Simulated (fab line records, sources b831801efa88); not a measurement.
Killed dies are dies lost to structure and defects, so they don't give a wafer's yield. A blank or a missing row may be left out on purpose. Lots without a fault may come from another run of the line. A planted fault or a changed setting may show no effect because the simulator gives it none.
Which tool did it? | flow sky130 | 6 lots, 18 wafers sampled, at 4 steps of a route of 708

WHAT THE GAUGES READ, wafer by wafer
SKY_CAPM_THK_MEAS_04: measures by xrf.
lot  | measured     | on            | CAPM_TIN_THK (nm)
L852 | day 37 09:23 | film_metro-02 | 201.6 203.8 201.8
L858 | day 39 06:20 | film_metro-03 | 202.0 202.3 202.4
L862 | day 40 10:49 | film_metro-03 | 196.4 199.1 198.3
L865 | day 41 15:11 | film_metro-03 | 196.9 199.6 198.3
L867 | day 42 05:26 | film_metro-02 | 205.0 204.6 204.8
L871 | day 43 04:35 | film_metro-02 | 201.6 200.6 198.2

WHICH TOOL RAN EACH LOT (tool, then ch and the chambers of the sampled wafers, then the start)
lot  | SKY_VIA1_CMP_24               | SKY_VIA2_ETCH_14                   | SKY_METAL3_SPUTTER_04
L852 | cmp-01 ch 0,2,3, day 35 01:17 | rie_diel-04 ch 2,3, day 37 07:30   | pvd_sputter-04, day 37 09:01
L858 | cmp-02 ch 1,2, day 37 00:38   | rie_diel-03 ch 2,3, day 39 04:30   | pvd_sputter-01, day 39 05:59
L862 | cmp-02 ch 0,2,3, day 38 05:40 | rie_diel-03 ch 0,1,2, day 40 08:57 | pvd_sputter-01, day 40 10:26
L865 | cmp-01 ch 0,2,3, day 39 10:38 | rie_diel-02 ch 1,2,3, day 41 13:20 | pvd_sputter-01, day 41 14:48
L867 | cmp-01 ch 0,1, day 40 01:44   | rie_diel-02 ch 0,2,3, day 42 03:32 | pvd_sputter-01, day 42 05:04
L871 | cmp-02 ch 0,2,3, day 41 01:13 | rie_diel-03 ch 0,1, day 43 02:45   | pvd_sputter-02, day 43 04:13
- SKY_VIA1_CMP_24: polishes, stops on SiO2, t overpolish 15 s, target thk 0 nm.
- SKY_VIA2_ETCH_14: etches BARC in N2/H2, stops on SiO2, time 45.9 s, target depth 60 nm.
- SKY_METAL3_SPUTTER_04: material TiN, target thk 70 nm, time 58.3 s.

THE ANSWER, worked out from the rows above alone
Rule: what is usual is taken from the lots themselves. Put in order of their means at a reading, lots are off if they are a third of the lots or fewer, leave a main group of 4 or more, and stand apart from it by a gap of 3 or more times the standard deviation of the main group's means; of several such gaps the widest counts. A main group whose means are all the same, to the digits that the tables above print for the reading, isn't used. A lot without any number at a reading at which 4 lots or more have one is off too. The other lots that the step has rows for count as sound.
No lot is off at any reading shown: from this, nothing can be told.

WHAT THE SIMULATOR HAD PUT IN
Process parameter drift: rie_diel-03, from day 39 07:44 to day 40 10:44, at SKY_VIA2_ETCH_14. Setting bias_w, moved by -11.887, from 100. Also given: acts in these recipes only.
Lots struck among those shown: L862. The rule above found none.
